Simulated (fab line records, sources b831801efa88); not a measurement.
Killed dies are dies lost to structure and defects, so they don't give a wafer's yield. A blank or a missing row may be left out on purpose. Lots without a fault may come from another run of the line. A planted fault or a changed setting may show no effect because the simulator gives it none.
Problem report in the 8D (eight disciplines) form, filled by code | flow sky130 | the parts of the form that need people (team, actions taken, sign-off) are left out

1. THE PROBLEM
time_to_endpoint_s at SKY_VIA2_CMP_24 reads a mean of 57 s on 3 wafers of 2 lots; wafers without a fault read 100 s with a standard deviation of 3.2. That is -14 standard deviations from the usual mean.
The step: polishes, stops on SiO2, t overpolish 20 s, target thk 0 nm.
First seen on wafer L536.3, day 37 19:46, on cmp-01. The record holds 38 wafers of 13 lots with a number at this step. Rule for "out", or "out of limits": more than 4 standard deviations from the usual mean. The other wafers with a number count as sound.

2. WHAT IT IS AND WHAT IT IS NOT
question                    | is                     | is not
which readings at this step | time_to_endpoint_s     | motor_current_A, overpolish_run_s, platen_rpm
which lots                  | L536, L541             | L532, L533, L537, L547, L548, L549, L550, L551, L552, L554, L555
which wafers of those lots  | L536.3, L541.3, L541.5 | L536.1, L536.6
read on which tools         | cmp-01                 | cmp-02
when                        | from day 37 19:46      | up to then (11 sound wafers); but 24 sound wafers of L547, L548, L549, L550, L551, L552, L554, L555 came after

3. SUSPECTS, AND WHAT RULES EACH OUT
Counting: a tool at a process step up to the reading stays a suspect if it ran every lot that is out. Sound lots after the first of them don't rule it out here, since some wafers of a struck lot are sound.
- cmp-01 at SKY_VIA2_CMP_24 (polishes, stops on SiO2, t overpolish 20 s, target thk 0 nm): kept. It ran every lot that is out, first L536 (day 37 19:46); its last sound lot up to then is L537 (day 37 19:15). Its own readings are out on those wafers: time_to_endpoint_s.
Left after counting: cmp-01 at SKY_VIA2_CMP_24.

4. THE CAUSE (what the simulator had put in)
Process parameter drift: cmp-01, from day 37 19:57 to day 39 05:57, at SKY_VIA2_CMP_24. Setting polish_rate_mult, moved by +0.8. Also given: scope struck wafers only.
Counting left only this tool.

5. THE CHAIN OF EFFECTS, in route order
Each row: a reading whose mean over the struck wafers that have a number lies more than 3 standard deviations from the usual. Only readings for which the record gives a usual standard deviation are gone through. hours: the time from each lot's start at the first step in this table that gives one to its start at this step, as a median over the lots. sigmas: the change in usual standard deviations.
hours | step            | reading            | usual | on struck wafers | change | sigmas
0     | SKY_VIA2_CMP_24 | time_to_endpoint_s | 100 s | 57               | -43    | -14
The process steps in it:
- SKY_VIA2_CMP_24: polishes, stops on SiO2, t overpolish 20 s, target thk 0 nm.

6. WHAT WOULD HAVE CAUGHT IT SOONER
In this record the first reading out of limits was taken at day 37 19:46.
